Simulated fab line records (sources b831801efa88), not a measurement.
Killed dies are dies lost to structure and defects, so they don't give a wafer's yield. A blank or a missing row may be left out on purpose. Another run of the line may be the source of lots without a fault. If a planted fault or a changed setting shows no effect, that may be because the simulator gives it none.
fab line records -- flow sky130
[record] lots = 4, wafers = 12, lastDay = 50
route steps=708 shown GATE_OXIDE@192 POLY_GATE@204 RES_PROTECT@206 PAD_OPEN@708
lots that met no fault: taken from a fault-free run of the same line
startH: the number of hours between the record's first day and the start of the first shown wafer of the lot -- waitH: time in hours since the lot's previous step -- " as in the row above -- L1.1+2: several wafers, shown together as one row -- - no value present, or no start provided -- * or withheld: withheld -- < > ~ a bound
route shown NAME@n: names a module that has steps shown in the file, with the first one's number in the route -- usual: mean/standard deviation of fault-free wafers -- same: alike in all rows -- chamber/n: place in a boat -- sites: readings site by site -- _std_site: standard deviation of those values -- _edge_site: the outer-site mean with the inner-site mean subtracted -- radiusMm: for every site, how far away it sits from the centre of the wafer -- mask NAME#n: copy n -- behind: tool/chamber where the wafer was last shaped -- hold: the reason the lot was held/the length of the hold in hours/how it ended -- device: transistor that didn't switch, given as n, p or np -- end of line: at the end of the route, the tests of the same wafers -- a step without rows: its recipe alone -- killed: the dies lost at the first sort to structure and to defects; this is not the yield of the wafer -- map: per-die view of a wafer (x killed, . not killed, _ where there is no die)
set.NAME: the run value of the setting; set.NAME@STEP: its run value at that earlier step -- model.NAME: the simulator's own value behind a step, which no gauge read
a table for each step, a row for each wafer; lots at some steps of the route
services: the hour from which a tool's chamber was out of use, counted from the record's first day as startH (under 0 if before that day), plus the number of hours and why
[[steps]]
[step SKY_GATE_OXIDE_COAT_05]
[recipe] resist = NOVOLAK, spinRpm = 3000, resistThkNm = 1140
[step SKY_GATE_OXIDE_SOFTBAKE_06]
[recipe] tempC = 90, timeS = 60, resist = NOVOLAK
[step SKY_GATE_OXIDE_EXPOSE_07]
[recipe] maskId = LVOM, na = 0.6, sourceShape = conventional, sigmaOuter = 0.6, polarization = unpolarized, targetCdNm = 600, doseMj = 170
[step SKY_GATE_OXIDE_PEB_08]
[recipe] tempC = withheld, timeS = *, resist = NOVOLAK
[step SKY_GATE_OXIDE_DEVELOP_09]
[recipe] resist = NOVOLAK, developer = TMAH, developTimeS = 60, devTempC = 23
[step SKY_GATE_OXIDE_IMPLANT_11]
[recipe] species = B, energyKev = 10, doseCm2 = 2.6e+12, tiltDeg = withheld
[step SKY_GATE_OXIDE_WET_ETCH_12]
[recipe] chemistry = dHF, targetDepthNm = 16.8, dry = n2Spin, target = SiO2, dilution = 100:1, tempC = 25, timeS = 336
[step SKY_GATE_OXIDE_STRIP_13]
[recipe] chemistry = O2/N2, powerW = 1400, pressureMtorr = 1500, platenTempC = withheld, o2FlowSccm = 3000, n2FlowSccm = 300, overashFraction = 0.5
[step SKY_GATE_OXIDE_CLEAN_15]
[recipe] chemistry = SC1/SC2, mix = 1:4:20, tempC = 70, timeS = 150, dry = n2Spin
[step SKY_GATE_OXIDE_OXIDATION_16]
[recipe] tempC = 800, ambient = O2, idleTempC = 700, rampUpCPerMin = 10, rampDownCPerMin = 3, stabiliseS = 600, purgeS = 300, targetThkA = 35.7, oxTimeS = 1915
[step SKY_POLY_GATE_CVD_00]
[recipe] material = poly-Si, targetThkNm = 180, tempC = 620, timeS = 720, pressureMtorr = 200
[usual] spikeTcCentreC = 619.8/1.2, spikeTcTopC = 637/3.1, spikeTcUpperC = 619.8/1.2, zonePowerCentrePct = 8.55/0.18, zonePowerTopPct = 19.5/0.61, zonePowerUpperPct = 7.9/0.8
lot.wafer,tool,chamber,startH,waitH,spikeTcCentreC,spikeTcTopC,spikeTcUpperC,zonePowerCentrePct,zonePowerTopPct,zonePowerUpperPct,model.poly-Si_of_POLY_GATE_CVD_00.thkNm
L367.2,lpcvd-01,0,365.36,0.0,620.7,640,618.4,8.68,18.7,7.3,181.4
L367.3,lpcvd-01,0,365.36,0.0,620.0,639,618.7,8.62,19.1,7.1,180.6
L367.5,lpcvd-01,0,365.36,0.0,621.0,641,621.0,8.55,19.1,7.1,180.6
L369.1,lpcvd-01,0,378.79,0.0,627.5,650,564.5,12.96,24.2,0.0,170.7
L369.3,lpcvd-01,0,378.79,0.0,628.4,649,565.9,12.94,24.6,0.0,154.9
L369.6,lpcvd-01,0,378.79,0.0,626.9,648,564.1,13.06,24.8,0.0,124
L371.1,lpcvd-01,0,394.48,0.0,626.8,650,566.3,12.96,24.9,0.0,116.6
L371.2,lpcvd-01,0,394.48,0.0,628.9,649,565.6,13.08,24.5,0.0,109.4
L371.6,lpcvd-01,0,394.48,0.0,627.4,647,563.8,13.02,24.8,0.0,115.5
L383.1,lpcvd-01,0,499.26,0.0,620.6,640,621.1,8.59,18.9,7.2,180.1
L383.4,lpcvd-01,0,499.26,0.0,620.1,640,617.8,8.80,19.5,7.2,179.3
L383.5,lpcvd-01,0,499.26,0.0,621.3,640,619.4,8.69,18.9,7.2,179.3
[step SKY_POLY_GATE_THK_MEAS_01]
[recipe] reads = poly-Si_of_POLY_GATE_CVD_00
[usual] POLY_GATE_CVD_00_THK = 180.8/1.8
lot.wafer,tool,chamber,startH,waitH,POLY_GATE_CVD_00_THK[nm]
L367.2,filmMetro-03,-,366.57,0.0,181.3
L367.3,filmMetro-03,-,366.57,0.0,180.7
L367.5,filmMetro-03,-,366.57,0.0,180.7
L369.1,filmMetro-03,-,379.99,0.0,170.5
L369.3,filmMetro-03,-,379.99,0.0,154.9
L369.6,filmMetro-03,-,379.99,0.0,124.0
L371.1,filmMetro-02,-,396.28,0.0,116.6
L371.2,filmMetro-02,-,396.28,0.0,109.4
L371.6,filmMetro-02,-,396.28,0.0,115.6
L383.1,filmMetro-03,-,501.06,0.0,180.1
L383.4,filmMetro-03,-,501.06,0.0,179.4
L383.5,filmMetro-03,-,501.06,0.0,179.2
[step SKY_RES_PROTECT_DEHYDRATE_00]
[recipe] tempC = 200, timeS = 60
[step SKY_RES_PROTECT_HMDS_01]
[recipe] primeTimeS = 60, primeTempC = 120
[step SKY_RES_PROTECT_COAT_02]
[recipe] resist = NOVOLAK, spinRpm = 3000, resistThkNm = 1140
[step SKY_RES_PROTECT_SOFTBAKE_03]
[recipe] tempC = 90, timeS = 60, resist = NOVOLAK
[step SKY_RES_PROTECT_EXPOSE_04]
[recipe] maskId = RPM, na = 0.6, sourceShape = conventional, sigmaOuter = 0.6, polarization = unpolarized, targetCdNm = 1270, doseMj = 131
[step SKY_RES_PROTECT_PEB_05]
[recipe] tempC = withheld, timeS = *, resist = NOVOLAK
[step SKY_RES_PROTECT_DEVELOP_06]
[recipe] resist = NOVOLAK, developer = TMAH, developTimeS = 60, devTempC = 23
[step SKY_POLY_GATE_IMPLANT_02]
[recipe] species = P, energyKev = 30, doseCm2 = 7.7e+15, tiltDeg = 0
[step SKY_RES_PROTECT_STRIP_07]
[recipe] chemistry = O2/N2, powerW = 1400, pressureMtorr = 1500, platenTempC = withheld, o2FlowSccm = 3000, n2FlowSccm = 300, overashFraction = 0.5
[step SKY_RES_PROTECT_CLEAN_09]
[recipe] chemistry = SC1/SC2, mix = 1:4:20, tempC = 70, timeS = 150, dry = n2Spin
[usual] bathGuardTempC = 70.1/0.52
lot.wafer,tool,chamber,startH,waitH,bathGuardTempC,model.poly-Si_of_POLY_GATE_CVD_00.thkNm
L367.2,wetBench-03,3,395.26,0.0,69.9,180.8
L367.3,wetBench-03,3,395.26,0.0,69.9,180
L367.5,wetBench-03,3,395.26,0.0,69.6,180
L369.1,wetBench-01,1,408.61,0.1,69.5,170.1
L369.3,wetBench-01,1,408.61,0.1,69.7,154.2
L369.6,wetBench-01,1,408.61,0.1,69.6,123.3
L371.1,wetBench-01,2,425.96,0.1,69.4,116
L371.2,wetBench-01,2,425.96,0.1,69.5,108.8
L371.6,wetBench-01,2,425.96,0.1,69.0,114.9
L383.1,wetBench-04,1,531.03,0.1,69.8,179.5
L383.4,wetBench-04,1,531.03,0.1,70.4,178.6
L383.5,wetBench-04,1,531.03,0.1,70.3,178.7
[step SKY_POLY_GATE_CVD_03]
[recipe] material = Si3N4, precursor = DCS/NH3, targetThkNm = 75, tempC = 770, timeS = 1290, pressureMtorr = 250
[step SKY_POLY_GATE_DEHYDRATE_05]
[recipe] tempC = 200, timeS = 60
[step SKY_POLY_GATE_HMDS_06]
[recipe] primeTimeS = 60, primeTempC = 120
[step SKY_POLY_GATE_COAT_07]
[recipe] resist = BARC, tempC = withheld, timeS = withheld, spinRpm = 3000, resistThkNm = 110
[step SKY_POLY_GATE_COAT_08]
[recipe] resist = KrF-thick, spinRpm = 3000, resistThkNm = 450
[step SKY_POLY_GATE_SOFTBAKE_09]
[recipe] tempC = 100, timeS = 90, resist = KrF-thick
[step SKY_POLY_GATE_EXPOSE_10]
[recipe] maskId = P1M, na = 0.68, sourceShape = conventional, sigmaOuter = 0.6, targetCdNm = 150, doseMj = 28
[step SKY_POLY_GATE_PEB_11]
[recipe] pebTempC = withheld, pebTimeS = withheld, resist = KrF-thick
[step SKY_POLY_GATE_DEVELOP_12]
[recipe] developTimeS = 60, resist = KrF-thick, devTempC = 21
[step SKY_POLY_GATE_ETCH_15]
[recipe] chemistry = N2/H2, target = BARC, ionEnergyEv = 200, sourceW = 500, biasW = 100, pressureMtorr = 30, n2FlowSccm = 100, h2FlowSccm = 200, stopOn = SiO2, timeS = 118.5, targetDepthA = 1100
[step SKY_POLY_GATE_ETCH_16]
[recipe] stopOn = poly-Si, chemistry = CH3F/O2, target = Si3N4, sourceW = 400, biasW = 80, pressureMtorr = 25, ch3fFlowSccm = 40, O2_flow_sccm = 30, timeS = 147.5, targetDepthA = 750
[step SKY_POLY_GATE_ETCH_17]
[recipe] targetDepthNm = 180, stopOn = SiO2, overEtchFrac = 0.56667, chemistry = HBr/Cl2, target = poly-Si, icpW = 400, biasW = 100, pressureMtorr = 10, HBr_flow_sccm = 150, Cl2_flow_sccm = 50, timeS = 70.5
[usual] drypumpMotorCurrentA = 5.6/0.4, oesProductAu = 0.985/0.0082, throttleValvePct = 33.683/0.0092
lot.wafer,tool,chamber,startH,waitH,drypumpMotorCurrentA,oesProductAu,rfHoursCounterH,throttleValvePct,model.POLY_GATE.featureDepthNm,model.etch.depthNm
L367.2,rieSi-01,3,426.67,0.0,5.6,0.990,0,33.672,178.9,178.9
L367.3,rieSi-01,2,426.67,0.0,5.2,0.983,7,33.666,176.4,176.4
L367.5,rieSi-01,3,426.67,0.0,5.6,0.987,-,33.676,178.8,178.8
L369.1,rieSi-02,1,441.44,0.0,5.7,0.957,1,33.698,170.1,170.1
L369.3,rieSi-02,3,441.44,0.0,6.3,0.897,33,33.673,154.2,154.2
L369.6,rieSi-02,0,441.44,0.0,5.8,0.985,-,33.675,177.6,177.6
L371.1,rieSi-02,3,460.09,0.0,6.3,0.738,33,33.672,116,116
L371.2,rieSi-02,2,460.09,0.0,5.6,0.706,0,33.686,108.8,108.8
L371.6,rieSi-02,2,460.09,0.0,5.6,0.735,-,33.684,114.9,114.9
L383.1,rieSi-01,3,562.84,0.0,5.6,0.978,1,33.675,176.6,176.6
L383.4,rieSi-01,1,562.84,0.0,5.0,0.991,7,33.692,178.6,178.6
L383.5,rieSi-01,1,562.84,0.0,5.0,0.988,-,33.687,178.7,178.7
[step SKY_POLY_GATE_STRIP_18]
[recipe] chemistry = O2/N2, powerW = 1400, pressureMtorr = 1500, platenTempC = withheld, o2FlowSccm = 3000, n2FlowSccm = 300, overashFraction = 0.5
[step SKY_PAD_OPEN_PROBE_99]
[usual] killed_at_M0_to_M3 = 43/6.5, killed_at_M4_up = 3.3/2, killedAtContacts = 24/5.2, killedAtFrontEnd = 16/4.2, killedAtOther = 0.3/0.6, killedDies = 87/9.3, killedOpen = 47/7.8, killedShort = 39/6.2
[same] grossDies = 492, killedAtBackSide = 0
lot.wafer,tool,chamber,startH,waitH,killed_at_M0_to_M3,killed_at_M4_up,killedAtContacts,killedAtFrontEnd,killedAtOther,killedDies,killedOpen,killedShort,model.etest.resHighPo.lineOhmUm,model.etest.resPoly.lineOhmUm,model.etest.tipSonos.rsOhmSq,model.etest.resHighPo.rsOhmSq,model.etest.resPoly.rsOhmSq,model.etest.capLiToPoly.cAfUm2,model.etest.pfet_01v8_lvt.driveUaUm,model.etest.pfet_01v8.driveUaUm
L367.2,prober-02,-,1111.60,0.1,32,4,29,13,0,78,49,29,778.1,545.1,2600,268.6,49.21,99.14,172.7,199
L367.3,prober-02,-,1111.65,0.2,37,2,34,19,0,92,47,45,743.7,506.1,2630,263.4,48.78,99.27,169.5,190.9
L367.5,prober-02,-,1111.75,0.2,38,6,31,14,1,90,53,37,765.2,529.7,2592,262.9,48.76,98.64,173.2,196.7
L369.1,prober-01,-,1121.34,0.1,42,6,25,17,1,91,47,44,786.8,559.6,2530,271.8,49.69,95.66,180.2,202.7
L369.3,prober-01,-,1121.44,0.2,47,2,26,10,1,86,46,40,833.2,574.7,2507,294.6,54.63,91.35,179.3,198.1
L369.6,prober-01,-,1121.59,0.2,38,0,35,20,0,93,57,36,1039,724.7,2422,366.2,69.64,86.15,176.7,195.8
L371.1,prober-01,-,1131.14,0.1,42,5,26,19,2,94,59,35,1070,791.9,2451,377.9,72.93,86.33,164.9,192.9
L371.2,prober-01,-,1131.19,0.1,55,8,25,19,0,107,58,49,1181,898.3,2435,402.9,78.45,79.61,128.4,164.3
L371.6,prober-01,-,1131.39,0.2,56,0,18,9,1,84,43,41,1069,778.6,2428,380.2,74.06,84.11,162.5,190.1
L383.1,prober-01,-,1192.45,0.1,55,1,17,11,0,84,44,40,762.9,524.8,2619,263.6,48.88,103.6,178.8,196.4
L383.4,prober-01,-,1192.60,0.2,32,1,19,14,0,66,37,29,737,506.2,2607,260.7,48.4,99.48,179.8,192.9
L383.5,prober-01,-,1192.65,0.2,51,1,16,17,0,85,46,39,756.8,530,2637,263,48.63,97.96,177.5,195.5
// killed by level:class
L367.2 CONTACT:geometricParticle:open=16 VIA1:geometricParticle:open=12 LI_CONTACT:geometricParticle:open=7 FIELD_ISO:geometricParticle:open=6 METAL2:geometricParticle:short=6 METAL4:geometricParticle:short=4 VIA2:geometricParticle:open=4 LOCAL_INTERCONNECT:geometricParticle:short=3
L367.3 VIA2:geometricParticle:open=11 CONTACT:geometricParticle:short=10 CONTACT:geometricParticle:open=9 METAL1:geometricParticle:short=8 FIELD_ISO:geometricParticle:short=7 LI_CONTACT:geometricParticle:open=7 FIELD_ISO:geometricParticle:open=4 POLY_GATE:geometricParticle:open=4
L367.5 CONTACT:geometricParticle:open=12 CONTACT:geometricParticle:short=10 VIA2:geometricParticle:open=8 VIA1:geometricParticle:open=7 LI_CONTACT:geometricParticle:open=6 FIELD_ISO:geometricParticle:short=5 METAL3:geometricParticle:short=5 FIELD_ISO:geometricParticle:open=4
L369.1 LI_CONTACT:geometricParticle:open=8 CONTACT:geometricParticle:open=7 VIA1:geometricParticle:open=6 METAL2:geometricParticle:short=6 CONTACT:geometricParticle:short=5 VIA3:geometricParticle:open=5 VIA2:geometricParticle:short=5 VIA2:geometricParticle:open=5
L369.3 VIA1:geometricParticle:open=13 VIA2:geometricParticle:open=7 CONTACT:geometricParticle:short=6 LI_CONTACT:geometricParticle:open=6 VIA3:geometricParticle:open=6 LOCAL_INTERCONNECT:geometricParticle:short=5 CONTACT:geometricParticle:open=5 METAL1:geometricParticle:short=5
L369.6 CONTACT:geometricParticle:open=17 VIA2:geometricParticle:open=12 METAL1:geometricParticle:short=9 LI_CONTACT:geometricParticle:open=8 FIELD_ISO:geometricParticle:open=6 FIELD_ISO:geometricParticle:short=5 SPACER:geometricParticle:short=5 CONTACT:geometricParticle:short=5
L371.1 CONTACT:geometricParticle:open=14 VIA1:geometricParticle:open=10 LI_CONTACT:geometricParticle:open=9 VIA1:geometricParticle:short=8 VIA2:geometricParticle:open=7 POLY_GATE:geometricParticle:short=5 VIA3:geometricParticle:open=5 POLY_GATE:geometricParticle:open=4
L371.2 VIA1:geometricParticle:open=14 VIA2:geometricParticle:short=8 VIA3:geometricParticle:open=7 LI_CONTACT:geometricParticle:open=6 CONTACT:geometricParticle:open=6 FIELD_ISO:geometricParticle:short=5 METAL1:geometricParticle:short=5 VIA2:geometricParticle:open=5
L371.6 VIA1:geometricParticle:open=15 VIA1:geometricParticle:short=8 CONTACT:geometricParticle:open=7 VIA3:geometricParticle:short=7 METAL1:geometricParticle:short=6 METAL2:geometricParticle:short=6 LI_CONTACT:geometricParticle:open=5 VIA2:geometricParticle:open=5
L383.1 VIA2:geometricParticle:open=10 VIA1:geometricParticle:open=10 METAL2:geometricParticle:short=10 CONTACT:geometricParticle:open=5 METAL2:geometricParticle:open=5 POLY_GATE:geometricParticle:short=4 CONTACT:geometricParticle:short=4 VIA2:geometricParticle:short=4
L383.4 CONTACT:geometricParticle:open=10 VIA2:geometricParticle:open=7 FIELD_ISO:geometricParticle:open=4 POLY_GATE:geometricParticle:short=4 LI_CONTACT:geometricParticle:open=4 CONTACT:geometricParticle:short=4 METAL1:geometricParticle:short=4 VIA1:geometricParticle:short=4
L383.5 VIA2:geometricParticle:open=9 VIA1:geometricParticle:open=9 METAL2:geometricParticle:short=8 VIA1:geometricParticle:short=7 POLY_GATE:geometricParticle:open=6 CONTACT:geometricParticle:open=6 VIA3:geometricParticle:open=6 METAL1:geometricParticle:short=5
[[services]]
tool,chamber,startH,hours,kind
rieSi-02,1,353.97,-,clean
rieSi-02,1,353.97,22.1,scheduledDown
rieSi-02,1,353.97,22.1,ventCycle
rieSi-01,3,378.07,-,clean
rieSi-01,3,378.07,29.1,scheduledDown
rieSi-01,3,378.07,29.1,ventCycle
rieSi-02,2,397.59,-,clean
rieSi-02,2,397.59,22.0,scheduledDown
rieSi-02,2,397.59,22.0,ventCycle
lpcvd-01,-,448.24,2.6,repair
lpcvd-01,-,449.26,0.8,repair
rieSi-01,-,459.06,14.6,pm
lpcvd-01,-,469.89,0.6,repair
rieSi-02,3,472.23,6.3,repair
rieSi-01,3,477.52,5.0,repair
wetBench-01,-,506.70,3.1,repair
wetBench-04,-,548.00,1.9,pm
lpcvd-01,-,558.11,2.3,repair
[[key]]
[firstSign] step = SKY_POLY_GATE_CVD_00, reading = spikeTcUpperC, direction = down, sigmas = 45, usual = 619.8, struck = 565.0
[effect] step = SKY_POLY_GATE_CVD_00, reading = zonePowerCentrePct, direction = up, sigmas = 25, usual = 8.55, struck = 13.00
[effect] step = SKY_POLY_GATE_THK_MEAS_01, reading = POLY_GATE_CVD_00_THK, direction = down, sigmas = 27, usual = 180.8, struck = 131.9
[effect] step = SKY_POLY_GATE_ETCH_17, reading = oesProductAu, direction = down, sigmas = 18, usual = 0.985, struck = 0.836, wafersMoved = 5
[modelEffect] step = SKY_POLY_GATE_CVD_00, value = poly-Si_of_POLY_GATE_CVD_00.thkNm, without = 181.8, struck = 131.9
[modelEffect] step = SKY_RES_PROTECT_CLEAN_09, value = poly-Si_of_POLY_GATE_CVD_00.thkNm, without = 181.2, struck = 131.2
[modelEffect] step = SKY_POLY_GATE_ETCH_17, value = POLY_GATE.featureDepthNm, without = 178.8, struck = 140.3
[modelEffect] step = SKY_PAD_OPEN_PROBE_99, value = etest.resHighPo.lineOhmUm, without = 729.2, struck = 996.5
metAt SKY_POLY_GATE_CVD_00
struckWafers L369.1,L369.3,L369.6,L371.1,L371.2,L371.6
testerLeftOut L369,L371
onsetBetween 365.36 378.79
[fault] kind = processParameterDrift, tool = lpcvd-01, chamber = 0, onsetH = 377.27, steps = SKY_POLY_GATE_CVD_00, channel = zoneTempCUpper, offset = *, shape = step, endH = 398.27
// testerLeftOut: of these lots the tester's yield and bins aren't shown, on N5 and GAA mostly nor the transistor test; their killed dies are dies lost to structure and defects alone, not to doping, threshold or leakage, so they don't give the yield
